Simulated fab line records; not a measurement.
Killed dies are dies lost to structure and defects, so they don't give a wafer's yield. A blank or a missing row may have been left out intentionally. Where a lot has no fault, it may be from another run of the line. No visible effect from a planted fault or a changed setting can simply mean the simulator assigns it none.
A struck lot beside a sound one / flow sky130 / 16 out of 708 route steps
Sound: these wafers, L182.2, L182.3, L182.4. The struck wafers were L191.1, L191.3, L191.4. The cause is given at the end.
Order at every step that has rows: each side's tool, ch and its chambers, its first start. Under that, the readings that differ: sound wafers / struck wafers / difference of the means / sigmas: that difference in standard deviations of wafers without a fault.
alike: a reading whose means differ by less than 2 such deviations, as well as words and numbers matching on both sides. not compared: withheld readings; readings where some wafer has no value; bounds like >300 that might hide an equal value; numbers whose values overlap and for which the record gives no deviation.
The two part at a step that has a row with sigmas, a row that says differs or no value, or rows on one side only. Numbers that don't overlap but have no deviation are shown without sigmas and don't part them. A reading that every wafer of one side lacks parts them only if that side has two wafers or more.

first, 2 steps without rows for these wafers: SKY_METAL4_PEB_11; SKY_METAL4_DEVELOP_12 (develop time 60 s).
SKY_METAL4_CD_MEAS_13: the cd target is 300 nm.
  sound on cd_sem-02 at day 43 16:28; struck on cd_sem-02 at day 45 20:08
  alike: cd_nm
SKY_METAL4_OVL_MEAS_14:
  sound on overlay-01 at day 43 16:34; struck on overlay-02 at day 45 20:15
  alike: METAL4_OVL
SKY_METAL4_DESCUM_15: chemistry O2, time 8 s.
  sound on rie_metal-03 ch 0,1, day 43 16:36; struck on rie_metal-02 ch 1, day 45 20:17
  alike: chamber_pressure_mTorr, drypump_motor_current_A, oes_product_au, rf_fwd_power_W
  not compared: rf_hours_counter_h
SKY_METAL4_ETCH_16: etches BARC in N2/H2, stops on SiO2, time 88.2 s, target depth 60 nm.
  sound on rie_metal-03 ch 0,1, day 43 16:38; struck on rie_metal-02 ch 1, day 45 20:21
  alike: chamber_pressure_mTorr, drypump_motor_current_A, n2_flow_sccm, oes_product_au, rf_fwd_power_W, throttle_valve_pct
  not compared: rf_hours_counter_h
SKY_METAL4_ETCH_17: etches SiO2 in C4F8/O2/Ar, stops on TiN, time 3.9 s, target depth 15 nm.
  sound on rie_diel-02 ch 1,2,3, day 43 16:44; struck on rie_diel-01 ch 0,3, day 45 20:32
  alike: chamber_pressure_mTorr, oes_product_au, rf_fwd_power_W
  not compared: rf_hours_counter_h
then, 1 step without rows for these wafers: SKY_METAL4_METAL_ETCH_18 (etches the open film in Cl2/BCl3, stops on SiO2, target depth 845 nm, time 183.1 s).
SKY_METAL4_STRIP_19: strips in O2/N2.
  sound on plasma_asher-01 ch 0,1, day 43 16:55; struck on plasma_asher-01 ch 0,1, day 45 20:44
  alike: chamber_pressure_mTorr, drypump_motor_current_A, n2_flow_sccm, oes_product_au, strip_time_to_endpoint_s
  not compared: rf_hours_counter_h
then, 3 steps without rows for these wafers: SKY_METAL4_STRIP_20 (strips in post etch residue remover, time 1200 s); SKY_METAL4_CLEAN_21 (cleans in IPA, time 180 s); SKY_METAL4_CLEAN_22 (cleans in O3/DIW).
SKY_VIA4_HDPCVD_00: deposits SiO2, target thk 1750 nm, time 291.7 s.
  sound on hdpcvd-02 ch 0,2, day 43 17:31; struck on hdpcvd-01 ch 0,1, day 45 21:22
reading=sih4_flow_sccm (sccm); sound=60.15 59.98 60.27; struck=89.74 90.20 90.10; difference=+29.88; sigmas=+99 or more
reading=model.SiO2_of_VIA4_HDPCVD_00.thk_nm (nm); sound=1746 1744 1753; struck=2636 2641 2633; difference=+889; sigmas=
SKY_VIA4_THK_MEAS_01:
  sound on film_metro-02 at day 43 17:42; struck on film_metro-03 at day 45 21:32
reading=VIA4_HDPCVD_THK (nm); sound=1747 1746 1752; struck=2636 2642 2631; difference=+888; sigmas=+56
SKY_VIA4_CMP_02: polishes SiO2.
  sound on cmp-01 ch 0,2,3, day 43 17:49; struck on cmp-01 ch 1,2,3, day 45 21:49
  alike: motor_current_A, retaining_ring_pressure_frac
SKY_PAD_OPEN_PROBE_99:
  the record holds rows for the sound wafers here (prober-02, day 47 11:05) but none for the struck ones

== WHERE THEY PART ==
First at SKY_VIA4_HDPCVD_00; last, within this record, at SKY_PAD_OPEN_PROBE_99.

WHY: whatever the simulator had introduced
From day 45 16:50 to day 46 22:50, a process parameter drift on hdpcvd-01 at SKY_VIA4_HDPCVD_00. A move of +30 in setting sih4_flow_sccm, from 60. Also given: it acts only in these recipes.
